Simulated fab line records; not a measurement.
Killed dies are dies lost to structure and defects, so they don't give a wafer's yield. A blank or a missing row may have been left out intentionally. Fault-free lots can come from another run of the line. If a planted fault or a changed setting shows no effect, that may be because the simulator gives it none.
fab line records + flow sky130
[record]
- lots = 5
- wafers = 14
- last-day = 49
route steps=708 shown METAL2@489 PAD_OPEN@708
lots with no fault: from the same line, run without faults
start-h: hours from the record's first day to the start of the lot's first wafer shown + wait-h: time in hours since the lot's previous step + " identical to the entry in the row above + L1.1+2: a single row standing in for several wafers + - no value, or no start was given + * or withheld: withheld + < > ~ a bound
route shown NAME@n: names a module that has steps shown in the file, with the first one's number in the route + usual: mean/standard deviation taken from wafers without a fault + same: alike in all rows + chamber/n: place in a boat + sites: readings site by site + _std_site: standard deviation across them + _edge_site: the outer-site mean with the inner-site mean subtracted + radius-mm: for every site, how far away it sits from the centre of the wafer + mask NAME#n: copy n + behind: the last tool/chamber to shape the wafer + hold: what put the lot on hold/how long, in hours/how the hold closed + device: the n, p or np transistor that did not switch + end of line: tests run on the same wafers once the route is complete + a step without rows: its recipe alone + killed: dies that structure and defects cost at the first sort, which is not the same as the wafer's yield + map: a wafer's dies, marking killed ones x, the rest . and places with no die _
set.NAME: the run value of the setting; set.NAME@STEP: its run value at that earlier step + model.NAME: the simulator's own value behind a step, which no gauge read
lots at some steps of the route; a table a step, a row a wafer
services: the hour from which a tool's chamber was out of use, counted from the record's first day as start-h (under 0 if before that day), plus the number of hours and why
[[steps]]
[step SKY_METAL2_THK_MEAS_06]
[recipe]
- thk-meas-gauge = xrf
- reads = AlCu_of_METAL2_SPUTTER_02
[usual]
- METAL2_ALCU_THK = 246.6/2.9
| lot.wafer | tool          | chamber | start-h | wait-h | METAL2_ALCU_THK[nm] |
|-----------|---------------|---------|---------|--------|---------------------|
| L158.1    | film-metro-01 | -       | 792.24  | 0.1    | 240.8               |
| L158.2    | "             | -       | "       | "      | 243.4               |
| L158.6    | "             | -       | "       | "      | 239.7               |
| L159.2    | film-metro-03 | -       | 810.39  | 0.1    | 243.0               |
| L159.5    | "             | -       | "       | "      | 244.8               |
| L159.6    | "             | -       | "       | "      | 244.4               |
| L161.1    | film-metro-04 | -       | 819.20  | 0.1    | 246.5               |
| L161.3    | "             | -       | "       | "      | 247.2               |
| L161.6    | "             | -       | "       | "      | 242.7               |
| L171.1    | film-metro-03 | -       | 928.75  | 0.1    | 246.5               |
| L171.3    | "             | -       | "       | "      | 243.6               |
| L171.4    | "             | -       | "       | "      | 245.3               |
| L173.2    | film-metro-04 | -       | 940.58  | 0.1    | 248.4               |
| L173.3    | "             | -       | "       | "      | 246.4               |
[step SKY_METAL2_DEHYDRATE_07]
[recipe]
- temp-c = 200
- time-s = 60
[step SKY_METAL2_HMDS_08]
[recipe]
- prime-time-s = 60
- prime-temp-c = 120
[step SKY_METAL2_COAT_09]
[recipe]
- resist = BARC
- temp-c = withheld
- time-s = withheld
- spin-rpm = 3000
- resist-thk-nm = 60
[step SKY_METAL2_COAT_10]
[recipe]
- resist = KrF-thick
- spin-rpm = 3000
- resist-thk-nm = 450
[step SKY_METAL2_SOFTBAKE_11]
[recipe]
- temp-c = 100
- time-s = 90
- resist = KrF-thick
[step SKY_METAL2_EXPOSE_12]
[recipe]
- mask-id = MM2
- na = 0.8
- source-shape = annular
- sigma-inner = 0.55
- sigma-outer = 0.85
- target-cd-nm = 140
- dose-mj = 28
[step SKY_METAL2_PEB_13]
[recipe]
- peb-temp-c = withheld
- peb-time-s = withheld
- resist = KrF-thick
[step SKY_METAL2_DEVELOP_14]
[recipe]
- develop-time-s = 60
- resist = KrF-thick
- dev-temp-c = 21
[step SKY_METAL2_CD_MEAS_15]
[recipe]
- target-cd-nm = 140
[usual]
- cd-nm = 140.1/1.6
| lot.wafer | tool      | chamber | start-h | wait-h | cd-nm |
|-----------|-----------|---------|---------|--------|-------|
| L158.1    | cd-sem-02 | -       | 818.92  | -      | 138.0 |
| L158.2    | "         | -       | "       | "      | 140.8 |
| L158.6    | "         | -       | "       | "      | 137.7 |
| L159.2    | cd-sem-02 | -       | 835.95  | -      | 140.8 |
| L159.5    | "         | -       | "       | "      | 141.7 |
| L159.6    | "         | -       | "       | "      | 140.3 |
| L161.1    | cd-sem-01 | -       | 845.32  | -      | 140.0 |
| L161.3    | "         | -       | "       | "      | 140.1 |
| L161.6    | "         | -       | "       | "      | 139.0 |
| L171.1    | cd-sem-02 | -       | 953.84  | -      | 143.2 |
| L171.3    | "         | -       | "       | "      | 143.3 |
| L171.4    | "         | -       | "       | "      | 143.4 |
| L173.2    | cd-sem-02 | -       | 965.36  | -      | 142.4 |
| L173.3    | "         | -       | "       | "      | 142.4 |
[step SKY_METAL2_OVL_MEAS_16]
[usual]
- METAL2_OVL = 1/5.6
| lot.wafer | tool       | chamber | start-h | wait-h | METAL2_OVL[nm] |
|-----------|------------|---------|---------|--------|----------------|
| L158.1    | overlay-01 | -       | 819.04  | 0.1    | 10             |
| L158.2    | "          | -       | "       | "      | 4              |
| L158.6    | "          | -       | "       | "      | 8              |
| L159.2    | overlay-02 | -       | 836.06  | 0.1    | 1              |
| L159.5    | "          | -       | "       | "      | -3             |
| L159.6    | "          | -       | "       | "      | -7             |
| L161.1    | overlay-01 | -       | 845.44  | 0.1    | 3              |
| L161.3    | "          | -       | "       | "      | 6              |
| L161.6    | "          | -       | "       | "      | 3              |
| L171.1    | overlay-02 | -       | 953.96  | 0.1    | 4              |
| L171.3    | "          | -       | "       | "      | -2             |
| L171.4    | "          | -       | "       | "      | -2             |
| L173.2    | overlay-02 | -       | 965.47  | 0.1    | 3              |
| L173.3    | "          | -       | "       | "      | -5             |
[step SKY_METAL2_DESCUM_17]
[recipe]
- chemistry = O2
- source-power-w = 150
- bias-power-w = 0
- pressure-mtorr = 10
- temp-c = 40
- time-s = 8
[usual]
- drypump-motor-current-A = 6.0/0.42
- oes-product-au = 0.999/0.011
[same]
- bias-power-w = 0
- time-s = 8
| lot.wafer | tool         | chamber | start-h | wait-h | drypump-motor-current-A | oes-product-au | rf-hours-counter-h |
|-----------|--------------|---------|---------|--------|-------------------------|----------------|--------------------|
| L158.1    | rie-metal-02 | 1       | 819.08  | 0.0    | 6.1                     | 1.021          | 4                  |
| L158.2    | "            | 0       | "       | "      | 5.3                     | 0.979          | 15                 |
| L158.6    | "            | 1       | "       | "      | 6.1                     | 1.016          | -                  |
| L159.2    | rie-metal-03 | 0       | 836.10  | 0.0    | 6.1                     | 0.996          | -                  |
| L159.5    | "            | 0       | "       | "      | 6.1                     | 1.003          | -                  |
| L159.6    | "            | 0       | "       | "      | 6.1                     | 0.995          | -                  |
| L161.1    | rie-metal-03 | 1       | 845.48  | 0.0    | 6.8                     | 0.999          | 1                  |
| L161.3    | "            | 1       | "       | "      | 6.8                     | 1.011          | -                  |
| L161.6    | "            | 1       | "       | "      | 6.8                     | 0.997          | -                  |
| L171.1    | rie-metal-04 | 0       | 954.00  | 0.0    | 5.7                     | 1.002          | 14                 |
| L171.3    | "            | 0       | "       | "      | 5.7                     | 0.989          | -                  |
| L171.4    | "            | 1       | "       | "      | 5.7                     | 1.000          | -                  |
| L173.2    | rie-metal-04 | 1       | 965.50  | 0.0    | 5.7                     | 1.008          | 4                  |
| L173.3    | "            | 1       | "       | "      | 5.7                     | 1.009          | -                  |
[step SKY_METAL2_ETCH_18]
[recipe]
- chemistry = N2/H2
- target = BARC
- ion-energy-ev = 200
- bias-w = 100
- pressure-mtorr = 30
- n2-flow-sccm = 100
- h2-flow-sccm = 200
- icp-w = 500
- stop-on = SiO2
- time-s = 45.9
- target-depth-a = 600
[usual]
- drypump-motor-current-A = 6.0/0.43
- oes-product-au = 0.855/0.0047
- throttle-valve-pct = 13.225/0.0091
[same]
- time-s = 45.9
| lot.wafer | tool         | chamber | start-h | wait-h | drypump-motor-current-A | oes-product-au | rf-hours-counter-h | throttle-valve-pct | model.KrF-thick_of_METAL2_COAT_10.thk-nm | model.METAL2.cd-nm |
|-----------|--------------|---------|---------|--------|-------------------------|----------------|--------------------|--------------------|------------------------------------------|--------------------|
| L158.1    | rie-metal-02 | 1       | 819.11  | 0.0    | 6.1                     | 0.863          | 4                  | 13.229             | 393.4                                    | 138.8              |
| L158.2    | "            | 0       | "       | "      | 5.4                     | 0.861          | 15                 | 13.213             | 395.9                                    | 140.6              |
| L158.6    | "            | 1       | "       | "      | 6.1                     | 0.855          | -                  | 13.219             | 393.2                                    | 137.8              |
| L159.2    | rie-metal-03 | 0       | 836.17  | 0.1    | 6.1                     | 0.847          | -                  | 13.239             | 391.7                                    | 142.3              |
| L159.5    | "            | 0       | "       | "      | 6.1                     | 0.859          | -                  | 13.241             | 393.7                                    | 142.4              |
| L159.6    | "            | 0       | "       | "      | 6.1                     | 0.858          | -                  | 13.242             | 392.3                                    | 141.6              |
| L161.1    | rie-metal-03 | 1       | 845.51  | 0.0    | 6.8                     | 0.844          | 1                  | 13.223             | 393                                      | 140.7              |
| L161.3    | "            | 1       | "       | "      | 6.8                     | 0.859          | -                  | 13.214             | 393.5                                    | 140.2              |
| L161.6    | "            | 1       | "       | "      | 6.8                     | 0.862          | -                  | 13.227             | 392.8                                    | 139.8              |
| L171.1    | rie-metal-04 | 0       | 954.03  | 0.0    | 5.7                     | 0.858          | 14                 | 13.203             | 392                                      | 141                |
| L171.3    | "            | 0       | "       | "      | 5.7                     | 0.855          | -                  | 13.234             | 392.8                                    | 141.8              |
| L171.4    | "            | 1       | "       | "      | 5.7                     | 0.851          | -                  | 13.213             | 391.4                                    | 142.8              |
| L173.2    | rie-metal-04 | 1       | 965.53  | 0.0    | 5.7                     | 0.857          | 4                  | 13.234             | 393.7                                    | 143.3              |
| L173.3    | "            | 1       | "       | "      | 5.7                     | 0.857          | -                  | 13.240             | 366.7                                    | 137.4              |
[step SKY_METAL2_METAL_ETCH_19]
[recipe]
- target-depth-a = 3600
- stop-on = SiO2
- over-etch-frac = 0.3
- time-s = 78
- chemistry = Cl2/BCl3
- resist-sidewall-deg = 88
- pressure-mtorr = 10
- icp-w = 900
- bias-w = 48.5
- Cl2_flow_sccm = 60
- bcl3-flow-sccm = 30
[usual]
- drypump-motor-current-A = 5.9/0.42
- oes-product-au = 0.855/0.0052
- throttle-valve-pct = 22.264/0.01
[same]
- time-s = 78
| lot.wafer | tool         | chamber | start-h | wait-h | drypump-motor-current-A | oes-product-au | rf-hours-counter-h | throttle-valve-pct | model.KrF-thick_of_METAL2_COAT_10.thk-nm | model.METAL2.cd-nm |
|-----------|--------------|---------|---------|--------|-------------------------|----------------|--------------------|--------------------|------------------------------------------|--------------------|
| L158.1    | rie-metal-02 | 1       | 819.17  | 0.0    | 6.1                     | 0.842          | 4                  | 22.248             | 155.7                                    | 136.4              |
| L158.2    | "            | 0       | "       | "      | 5.4                     | 0.855          | 15                 | 22.259             | 164.5                                    | 140.6              |
| L158.6    | "            | 1       | "       | "      | 6.1                     | 0.847          | -                  | 22.274             | 155.4                                    | 136.3              |
| L159.2    | rie-metal-03 | 0       | 836.31  | 0.1    | 6.1                     | 0.854          | -                  | 22.267             | 161.9                                    | 146.1              |
| L159.5    | "            | 0       | "       | "      | 6.1                     | 0.855          | -                  | 22.265             | 162.8                                    | 143.6              |
| L159.6    | "            | 0       | "       | "      | 6.1                     | 0.861          | -                  | 22.277             | 160.9                                    | 144.5              |
| L161.1    | rie-metal-03 | 1       | 845.57  | 0.0    | 6.8                     | 0.840          | 1                  | 22.250             | 154.5                                    | 141.5              |
| L161.3    | "            | 1       | "       | "      | 6.8                     | 0.853          | -                  | 22.277             | 154.8                                    | 141.7              |
| L161.6    | "            | 1       | "       | "      | 6.8                     | 0.854          | -                  | 22.265             | 154.2                                    | 141.2              |
| L171.1    | rie-metal-04 | 0       | 954.09  | 0.0    | 5.6                     | 0.861          | 14                 | 22.259             | 161.5                                    | 138.8              |
| L171.3    | "            | 0       | "       | "      | 5.7                     | 0.850          | -                  | 22.268             | 163.2                                    | 141.8              |
| L171.4    | "            | 1       | "       | "      | 5.7                     | 0.853          | -                  | 22.268             | 154.6                                    | 144.9              |
| L173.2    | rie-metal-04 | 1       | 965.59  | 0.0    | 5.7                     | 0.852          | 4                  | 22.274             | 158                                      | 145.4              |
| L173.3    | "            | 1       | "       | "      | 5.7                     | 0.859          | -                  | 22.264             | 131.2                                    | 139.3              |
[step SKY_METAL2_STRIP_20]
[recipe]
- chemistry = O2/N2
- power-w = 1400
- pressure-mtorr = 1500
- platen-temp-c = withheld
- o2-flow-sccm = 3000
- n2-flow-sccm = 300
- overash-fraction = 0.5
[usual]
- drypump-motor-current-A = 6.0/0.37
- o2-flow-sccm = 2999/8.9
- oes-product-au = 0.343/0.005
- strip-time-to-endpoint-s = 2.70/0.049
[same]
- overash-fraction = 0.5
| lot.wafer | tool            | chamber | start-h | wait-h | drypump-motor-current-A | o2-flow-sccm | oes-product-au | rf-hours-counter-h | strip-time-to-endpoint-s |
|-----------|-----------------|---------|---------|--------|-------------------------|--------------|----------------|--------------------|--------------------------|
| L158.1    | plasma-asher-01 | 1       | 819.26  | 0.1    | 6.6                     | 2987         | 0.340          | 8                  | 2.65                     |
| L158.2    | "               | 0       | "       | "      | 5.6                     | 3009         | 0.345          | 8                  | 2.76                     |
| L158.6    | "               | 1       | "       | "      | 6.6                     | 2992         | 0.347          | -                  | 2.65                     |
| L159.2    | plasma-asher-04 | 0       | 836.46  | 0.1    | 5.8                     | 3013         | 0.349          | 40                 | 2.73                     |
| L159.5    | "               | 1       | "       | "      | 5.7                     | 2987         | 0.344          | -                  | 2.76                     |
| L159.6    | "               | 0       | "       | "      | 5.8                     | 2998         | 0.347          | -                  | 2.72                     |
| L161.1    | plasma-asher-01 | 0       | 845.66  | 0.1    | 5.6                     | 3019         | 0.341          | 11                 | 2.67                     |
| L161.3    | "               | 0       | "       | "      | 5.6                     | 3018         | 0.338          | -                  | 2.65                     |
| L161.6    | "               | 0       | "       | "      | 5.6                     | 3014         | 0.344          | -                  | 2.64                     |
| L171.1    | plasma-asher-01 | 0       | 954.18  | 0.1    | 5.6                     | 3004         | 0.349          | 21                 | 2.73                     |
| L171.3    | "               | 0       | "       | "      | 5.6                     | 3012         | 0.342          | -                  | 2.75                     |
| L171.4    | "               | 1       | "       | "      | 6.6                     | 3002         | 0.348          | -                  | 2.63                     |
| L173.2    | plasma-asher-02 | 0       | 965.68  | 0.1    | 6.0                     | 2994         | 0.331          | 114                | 2.68                     |
| L173.3    | "               | 1       | "       | "      | 6.1                     | 3005         | 0.325          | -                  | 2.39                     |
[step SKY_METAL2_STRIP_21]
[recipe]
- chemistry = post-etch-residue-remover
- time-s = 1200
- temp-c = 72.5
[step SKY_PAD_OPEN_PROBE_99]
[usual]
- defect-limited-yield = 82.5/1.9
- killed_at_M0_to_M3 = 44/7.3
- killed_at_M4_up = 3.2/1.8
- killed-at-contacts = 24/5.4
- killed-at-front-end = 16/4.4
- killed-at-other = 0.3/0.48
- killed-dies = 86/9.5
- killed-on-rim = 17/4
- killed-open = 47/7.7
- killed-short = 39/6.4
- sort_bin_3_pad_short = 0.9/0.41
- sort_bin_5_function = 10.4/1.5
- sort_bin_6_memory = 6.2/1.1
- sort-n-pass = 406/9.5
- sort-yield-pct = 82.5/1.9
[same]
- gross-dies = 492
- killed-at-back-side = 0
- sort_bin_4_leakage[%] = 0
- sort_bin_8_speed[%] = 0
| lot.wafer | tool      | chamber | start-h | wait-h | defect-limited-yield[%] | killed_at_M0_to_M3 | killed_at_M4_up | killed-at-contacts | killed-at-front-end | killed-at-other | killed-dies | killed-on-rim | killed-open | killed-short | sort_bin_3_pad_short[%] | sort_bin_5_function[%] | sort_bin_6_memory[%] | sort-n-pass | sort-yield-pct[%] | model.etest.met2.width-nm |
|-----------|-----------|---------|---------|--------|-------------------------|--------------------|-----------------|--------------------|---------------------|-----------------|-------------|---------------|-------------|--------------|-------------------------|------------------------|----------------------|-------------|-------------------|---------------------------|
| L158.1    | prober-02 | -       | 1076.45 | 0.1    | 78.0                    | 59                 | 4               | 31                 | 13                  | 1               | 108         | 20            | 51          | 57           | 1.6                     | 12.4                   | 7.9                  | 384         | 78.0              | 134.6                     |
| L158.2    | prober-02 | -       | 1076.50 | 0.1    | 83.5                    | 40                 | 7               | 17                 | 17                  | 0               | 81          | 16            | 49          | 32           | 0.4                     | 11.4                   | 4.7                  | 411         | 83.5              | 138.8                     |
| L158.6    | prober-02 | -       | 1076.70 | 0.2    | 80.7                    | 50                 | 4               | 24                 | 17                  | 0               | 95          | 21            | 56          | 39           | 1.4                     | 12.6                   | 5.3                  | 397         | 80.7              | 134.1                     |
| L159.2    | prober-01 | -       | 1085.64 | 0.1    | 82.3                    | 46                 | 2               | 22                 | 17                  | 0               | 87          | 14            | 37          | 50           | 1.0                     | 9.6                    | 7.1                  | 405         | 82.3              | 146.5                     |
| L159.5    | prober-01 | -       | 1085.79 | 0.2    | 83.9                    | 40                 | 3               | 28                 | 8                   | 0               | 79          | 10            | 39          | 40           | 0.2                     | 8.7                    | 7.1                  | 413         | 83.9              | 145.3                     |
| L159.6    | prober-01 | -       | 1085.84 | 0.2    | 82.9                    | 43                 | 3               | 19                 | 19                  | 0               | 84          | 18            | 49          | 35           | 1.4                     | 10.0                   | 5.7                  | 408         | 82.9              | 142.3                     |
| L161.1    | prober-01 | -       | 1097.57 | 0.1    | 82.9                    | 47                 | 0               | 20                 | 17                  | 0               | 84          | 16            | 55          | 29           | 0.4                     | 11.0                   | 5.7                  | 408         | 82.9              | 140                       |
| L161.3    | prober-01 | -       | 1097.67 | 0.2    | 85.2                    | 46                 | 0               | 18                 | 9                   | 0               | 73          | 12            | 39          | 34           | 1.0                     | 8.9                    | 4.9                  | 419         | 85.2              | 140.7                     |
| L161.6    | prober-01 | -       | 1097.82 | 0.2    | 83.1                    | 51                 | 6               | 16                 | 10                  | 0               | 83          | 19            | 41          | 42           | 1.0                     | 8.7                    | 7.1                  | 409         | 83.1              | 140.6                     |
| L171.1    | prober-02 | -       | 1176.39 | 0.1    | 81.9                    | 40                 | 1               | 25                 | 23                  | 0               | 89          | 26            | 53          | 36           | 1.0                     | 9.6                    | 7.5                  | 403         | 81.9              | 137.1                     |
| L171.3    | prober-02 | -       | 1176.49 | 0.2    | 83.3                    | 43                 | 2               | 23                 | 14                  | 0               | 82          | 20            | 44          | 38           | 0.6                     | 10.0                   | 6.1                  | 410         | 83.3              | 142.2                     |
| L171.4    | prober-02 | -       | 1176.54 | 0.2    | 82.1                    | 46                 | 4               | 26                 | 12                  | 0               | 88          | 19            | 57          | 31           | 1.4                     | 11.2                   | 5.3                  | 404         | 82.1              | 143.8                     |
| L173.2    | prober-01 | -       | 1185.16 | 0.1    | 81.1                    | 54                 | 3               | 19                 | 17                  | 0               | 93          | 25            | 52          | 41           | 0.6                     | 13.6                   | 4.7                  | 399         | 81.1              | 142.1                     |
| L173.3    | prober-01 | -       | 1185.21 | 0.2    | 82.3                    | 47                 | 3               | 21                 | 16                  | 0               | 87          | 15            | 39          | 48           | 0.8                     | 10.8                   | 6.1                  | 405         | 82.3              | 139.3                     |
// killed by level:class
L158.1 VIA2:geometric-particle:short=11 CONTACT:geometric-particle:open=10 VIA1:geometric-particle:open=10 METAL1:geometric-particle:short=9 VIA2:geometric-particle:open=8 CONTACT:geometric-particle:short=7 VIA1:geometric-particle:short=6 LI_CONTACT:geometric-particle:short=5
L158.2 VIA1:geometric-particle:open=14 VIA2:geometric-particle:open=6 FIELD_ISO:geometric-particle:open=5 CONTACT:geometric-particle:open=5 VIA1:geometric-particle:short=5 POLY_GATE:geometric-particle:open=4 LI_CONTACT:geometric-particle:open=4 METAL1:geometric-particle:short=4
L158.6 VIA1:geometric-particle:open=17 CONTACT:geometric-particle:open=10 VIA3:geometric-particle:open=9 FIELD_ISO:geometric-particle:short=6 METAL1:geometric-particle:short=5 METAL2:geometric-particle:short=5 VIA2:geometric-particle:open=5 LI_CONTACT:geometric-particle:short=4
L159.2 VIA1:geometric-particle:open=9 CONTACT:geometric-particle:short=8 METAL1:geometric-particle:short=7 VIA1:geometric-particle:short=7 CONTACT:geometric-particle:open=6 METAL2:geometric-particle:short=5 VIA2:geometric-particle:open=5 POLY_CUT:geometric-particle:short=4
L159.5 VIA1:geometric-particle:open=10 VIA2:geometric-particle:open=7 LOCAL_INTERCONNECT:geometric-particle:short=7 LI_CONTACT:geometric-particle:open=6 CONTACT:geometric-particle:short=5 CONTACT:geometric-particle:open=5 VIA3:geometric-particle:open=5 FIELD_ISO:geometric-particle:short=4
L159.6 VIA1:geometric-particle:open=16 CONTACT:geometric-particle:open=9 POLY_GATE:geometric-particle:open=8 FIELD_ISO:geometric-particle:short=6 VIA1:geometric-particle:short=6 METAL1:geometric-particle:short=5 VIA3:geometric-particle:open=5 FIELD_ISO:geometric-particle:open=4
L161.1 VIA3:geometric-particle:open=11 VIA1:geometric-particle:open=10 CONTACT:geometric-particle:open=8 VIA2:geometric-particle:open=8 LI_CONTACT:geometric-particle:open=7 POLY_GATE:geometric-particle:short=5 FIELD_ISO:geometric-particle:open=4 FIELD_ISO:geometric-particle:short=4
L161.3 VIA1:geometric-particle:open=14 CONTACT:geometric-particle:open=8 VIA3:geometric-particle:open=7 VIA1:geometric-particle:short=6 CONTACT:geometric-particle:short=5 METAL2:geometric-particle:short=5 FIELD_ISO:geometric-particle:open=3 LOCAL_INTERCONNECT:geometric-particle:short=3
L161.6 VIA1:geometric-particle:open=16 VIA1:geometric-particle:short=11 VIA3:geometric-particle:open=6 METAL4:geometric-particle:short=6 LI_CONTACT:geometric-particle:open=5 FIELD_ISO:geometric-particle:open=4 CONTACT:geometric-particle:open=4 VIA2:geometric-particle:short=4
L171.1 VIA1:geometric-particle:open=11 CONTACT:geometric-particle:open=10 FIELD_ISO:geometric-particle:open=7 LI_CONTACT:geometric-particle:open=7 FIELD_ISO:geometric-particle:short=6 METAL1:geometric-particle:short=6 VIA2:geometric-particle:open=5 POLY_GATE:geometric-particle:open=4
L171.3 LI_CONTACT:geometric-particle:open=9 VIA1:geometric-particle:open=9 METAL2:geometric-particle:short=6 FIELD_ISO:geometric-particle:open=5 LOCAL_INTERCONNECT:geometric-particle:short=5 CONTACT:geometric-particle:open=5 METAL1:geometric-particle:short=5 VIA1:geometric-particle:short=5
L171.4 VIA1:geometric-particle:open=17 CONTACT:geometric-particle:open=9 LI_CONTACT:geometric-particle:open=8 VIA3:geometric-particle:open=8 LI_CONTACT:geometric-particle:short=6 METAL1:geometric-particle:short=6 FIELD_ISO:geometric-particle:short=4 POLY_GATE:geometric-particle:open=4
L173.2 VIA2:geometric-particle:open=10 VIA1:geometric-particle:open=10 METAL2:geometric-particle:short=9 CONTACT:geometric-particle:open=7 LI_CONTACT:geometric-particle:open=6 VIA1:geometric-particle:short=6 VIA2:geometric-particle:short=6 VIA3:geometric-particle:open=6
L173.3 VIA1:geometric-particle:open=11 FIELD_ISO:geometric-particle:short=9 VIA2:geometric-particle:open=9 METAL2:geometric-particle:short=7 CONTACT:geometric-particle:open=6 LOCAL_INTERCONNECT:geometric-particle:short=5 VIA1:geometric-particle:short=5 VIA3:geometric-particle:open=5
[[services]]
| tool            | chamber | start-h | hours | kind           |
|-----------------|---------|---------|-------|----------------|
| rie-metal-03    | 1       | 833.97  | 4.0   | repair         |
| rie-metal-02    | 0       | 846.77  | -     | clean          |
| rie-metal-02    | 0       | 846.77  | 13.5  | scheduled-down |
| rie-metal-02    | 0       | 846.77  | 13.5  | vent-cycle     |
| plasma-asher-02 | -       | 856.33  | 5.3   | repair         |
| rie-metal-04    | 1       | 866.01  | -     | clean          |
| rie-metal-04    | 1       | 866.01  | 17.7  | scheduled-down |
| rie-metal-04    | 1       | 866.01  | 17.7  | vent-cycle     |
| rie-metal-02    | -       | 870.25  | 28.1  | pm             |
| plasma-asher-02 | -       | 882.39  | 11.8  | repair         |
| plasma-asher-02 | -       | 892.43  | 0.4   | repair         |
| rie-metal-04    | -       | 904.69  | 0.1   | repair         |
| rie-metal-03    | 0       | 905.21  | -     | clean          |
| rie-metal-03    | 0       | 905.21  | 28.9  | scheduled-down |
| rie-metal-03    | 0       | 905.21  | 28.9  | vent-cycle     |
| rie-metal-02    | 0       | 911.27  | 20.4  | repair         |
| rie-metal-04    | -       | 946.55  | 0.8   | repair         |
| plasma-asher-04 | -       | 947.46  | 2.5   | repair         |
[[key]]
[first-sign]
- step = SKY_METAL2_STRIP_20
- reading = strip-time-to-endpoint-s
- direction = down
- sigmas = 6.3
- usual = *
- struck = *
[effect]
- step = SKY_METAL2_STRIP_20
- reading = oes-product-au
- direction = down
- sigmas = 3.5
- usual = 0.343
- struck = 0.325
[model-effect]
- step = SKY_METAL2_ETCH_18
- value = KrF-thick_of_METAL2_COAT_10.thk-nm
- without = 394.9
- struck = 366.7
[model-effect]
- step = SKY_METAL2_METAL_ETCH_19
- value = KrF-thick_of_METAL2_COAT_10.thk-nm
- without = 159.4
- struck = 131.2
[model-effect]
- step = SKY_PAD_OPEN_PROBE_99
- value = etest.met2.width-nm
- without = 144.9
- struck = 139.3
met-at SKY_METAL2_ETCH_18
struck-wafers L173.3
onset-between 954.03 965.53
[fault]
- kind = process-parameter-drift
- tool = rie-metal-04
- chamber = -
- onset-h = 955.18
- steps = SKY_METAL2_ETCH_18
- channel = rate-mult
- offset = 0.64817
- shape = step
- end-h = 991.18
- scope = struck-wafers-only
